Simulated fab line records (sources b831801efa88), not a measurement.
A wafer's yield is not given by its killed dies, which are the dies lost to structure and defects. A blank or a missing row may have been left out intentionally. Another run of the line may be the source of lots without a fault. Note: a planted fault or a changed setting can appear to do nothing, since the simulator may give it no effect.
The tool behind it: which one? || flow sky130 || 12 lots, 36 wafers sampled, at 2 steps of a route of 708

## WHAT EACH GAUGE READ, for each wafer
SKY_VIA2_THK_MEAS_01. Usual: for VIA2_HDPCVD_THK the level is 1119 nm and the standard deviation is 14.
{"lot": "L411", "measured": "day 35 17:41", "on": "film-metro-02", "VIA2_HDPCVD_THK (nm)": "1131 1109 1126", "flag": ""}
{"lot": "L413", "measured": "day 36 13:06", "on": "film-metro-03", "VIA2_HDPCVD_THK (nm)": "1115 1135 1129", "flag": ""}
{"lot": "L415", "measured": "day 36 22:16", "on": "film-metro-03", "VIA2_HDPCVD_THK (nm)": "1122 1117 1120", "flag": ""}
{"lot": "L416", "measured": "day 37 07:44", "on": "film-metro-01", "VIA2_HDPCVD_THK (nm)": "1112 1122 1114", "flag": ""}
{"lot": "L419", "measured": "day 38 08:14", "on": "film-metro-02", "VIA2_HDPCVD_THK (nm)": "1096 1105 1111", "flag": ""}
{"lot": "L420", "measured": "day 38 16:08", "on": "film-metro-02", "VIA2_HDPCVD_THK (nm)": "1118 1130 1130", "flag": ""}
{"lot": "L423", "measured": "day 39 17:25", "on": "film-metro-01", "VIA2_HDPCVD_THK (nm)": "1119 1094 1103", "flag": ""}
{"lot": "L425", "measured": "day 40 06:07", "on": "film-metro-01", "VIA2_HDPCVD_THK (nm)": "1120 1121 1121", "flag": ""}
{"lot": "L426", "measured": "day 40 10:07", "on": "film-metro-01", "VIA2_HDPCVD_THK (nm)": "1084 1114 1122", "flag": ""}
{"lot": "L427", "measured": "day 40 13:47", "on": "film-metro-03", "VIA2_HDPCVD_THK (nm)": "1134 1133 1110", "flag": ""}
{"lot": "L429", "measured": "day 41 09:01", "on": "film-metro-01", "VIA2_HDPCVD_THK (nm)": "1135 1143 1123", "flag": ""}
{"lot": "L431", "measured": "day 41 23:20", "on": "film-metro-01", "VIA2_HDPCVD_THK (nm)": "1118 1110 1111", "flag": ""}

## EACH LOT AND THE TOOL THAT RAN IT (in order: tool; ch and the chambers of the sampled wafers; start)
{"lot": "L411", "SKY_METAL2_METAL_ETCH_19": "rie-metal-04 ch 0,1, day 35 16:53"}
{"lot": "L413", "SKY_METAL2_METAL_ETCH_19": "rie-metal-03 ch 1, day 36 12:13"}
{"lot": "L415", "SKY_METAL2_METAL_ETCH_19": "rie-metal-04 ch 1, day 36 21:22"}
{"lot": "L416", "SKY_METAL2_METAL_ETCH_19": "rie-metal-04 ch 0,1, day 37 06:49"}
{"lot": "L419", "SKY_METAL2_METAL_ETCH_19": "rie-metal-03 ch 0,1, day 38 07:25"}
{"lot": "L420", "SKY_METAL2_METAL_ETCH_19": "rie-metal-04 ch 0,1, day 38 15:19"}
{"lot": "L423", "SKY_METAL2_METAL_ETCH_19": "rie-metal-03 ch 0,1, day 39 16:37"}
{"lot": "L425", "SKY_METAL2_METAL_ETCH_19": "rie-metal-04 ch 0,1, day 40 05:16"}
{"lot": "L426", "SKY_METAL2_METAL_ETCH_19": "rie-metal-01 ch 0,1, day 40 09:16"}
{"lot": "L427", "SKY_METAL2_METAL_ETCH_19": "rie-metal-03 ch 0,1, day 40 12:57"}
{"lot": "L429", "SKY_METAL2_METAL_ETCH_19": "rie-metal-03 ch 0,1, day 41 08:13"}
{"lot": "L431", "SKY_METAL2_METAL_ETCH_19": "rie-metal-03 ch 0, day 41 22:28"}
- SKY_METAL2_METAL_ETCH_19: etches the open film in Cl2/BCl3, stops on SiO2, target depth 360 nm, time 78 s.

## WHAT THE TOOLS THEMSELVES READ (means of the sampled wafers that have a number; where no wafer has one, the mark that the record gives instead)
SKY_METAL2_METAL_ETCH_19. Usual: bcl3-flow-sccm 29.99 sccm, standard deviation 0.088; drypump-motor-current-A 5.57 A, standard deviation 0.3; oes-product-au 0.852 a.u., standard deviation 0.006; throttle-valve-pct 22.263 %, standard deviation 0.0085.
{"lot": "L411", "tool": "rie-metal-04", "bcl3-flow-sccm (sccm)": 30.06, "drypump-motor-current-A (A)": 5.57, "oes-product-au (a.u.)": 0.845, "throttle-valve-pct (%)": 22.265, "flag": ""}
{"lot": "L413", "tool": "rie-metal-03", "bcl3-flow-sccm (sccm)": 29.94, "drypump-motor-current-A (A)": 5.78, "oes-product-au (a.u.)": 0.847, "throttle-valve-pct (%)": 22.270, "flag": ""}
{"lot": "L415", "tool": "rie-metal-04", "bcl3-flow-sccm (sccm)": 29.95, "drypump-motor-current-A (A)": 5.18, "oes-product-au (a.u.)": 0.854, "throttle-valve-pct (%)": 22.259, "flag": ""}
{"lot": "L416", "tool": "rie-metal-04", "bcl3-flow-sccm (sccm)": 30.04, "drypump-motor-current-A (A)": 5.57, "oes-product-au (a.u.)": 0.855, "throttle-valve-pct (%)": 22.269, "flag": ""}
{"lot": "L419", "tool": "rie-metal-03", "bcl3-flow-sccm (sccm)": 30.08, "drypump-motor-current-A (A)": 5.64, "oes-product-au (a.u.)": 0.849, "throttle-valve-pct (%)": 22.255, "flag": ""}
{"lot": "L420", "tool": "rie-metal-04", "bcl3-flow-sccm (sccm)": 29.93, "drypump-motor-current-A (A)": 5.58, "oes-product-au (a.u.)": 0.853, "throttle-valve-pct (%)": 22.262, "flag": ""}
{"lot": "L423", "tool": "rie-metal-03", "bcl3-flow-sccm (sccm)": 30.07, "drypump-motor-current-A (A)": 5.63, "oes-product-au (a.u.)": 0.849, "throttle-valve-pct (%)": 22.263, "flag": ""}
{"lot": "L425", "tool": "rie-metal-04", "bcl3-flow-sccm (sccm)": 30.06, "drypump-motor-current-A (A)": 5.38, "oes-product-au (a.u.)": 0.853, "throttle-valve-pct (%)": 22.265, "flag": ""}
{"lot": "L426", "tool": "rie-metal-01", "bcl3-flow-sccm (sccm)": 30.00, "drypump-motor-current-A (A)": 5.42, "oes-product-au (a.u.)": 0.854, "throttle-valve-pct (%)": 22.257, "flag": ""}
{"lot": "L427", "tool": "rie-metal-03", "bcl3-flow-sccm (sccm)": 30.06, "drypump-motor-current-A (A)": 5.65, "oes-product-au (a.u.)": 0.848, "throttle-valve-pct (%)": 22.261, "flag": ""}
{"lot": "L429", "tool": "rie-metal-03", "bcl3-flow-sccm (sccm)": 30.00, "drypump-motor-current-A (A)": 5.66, "oes-product-au (a.u.)": 0.848, "throttle-valve-pct (%)": 22.269, "flag": ""}
{"lot": "L431", "tool": "rie-metal-03", "bcl3-flow-sccm (sccm)": 29.99, "drypump-motor-current-A (A)": 5.58, "oes-product-au (a.u.)": 0.852, "throttle-valve-pct (%)": 22.269, "flag": ""}

## THE ANSWER, worked out from the rows above alone
Rule: lot off if the mean of its wafers having a number is beyond 3 standard deviations from the usual mean. A lot without any number at a reading at which 4 lots or more have one is off too. All remaining lots with rows at the step are treated as sound. Order of review: gauges by route order, followed by the tools' own readings, for which a lot's mean as printed above is used. At the first step where some lot is off, the reading lying furthest off is the one used; lots without a number count as furthest.
No lot is off on any of the readings shown, so nothing can be concluded from this.

## WHAT HAD BEEN PUT IN BY THE SIMULATOR
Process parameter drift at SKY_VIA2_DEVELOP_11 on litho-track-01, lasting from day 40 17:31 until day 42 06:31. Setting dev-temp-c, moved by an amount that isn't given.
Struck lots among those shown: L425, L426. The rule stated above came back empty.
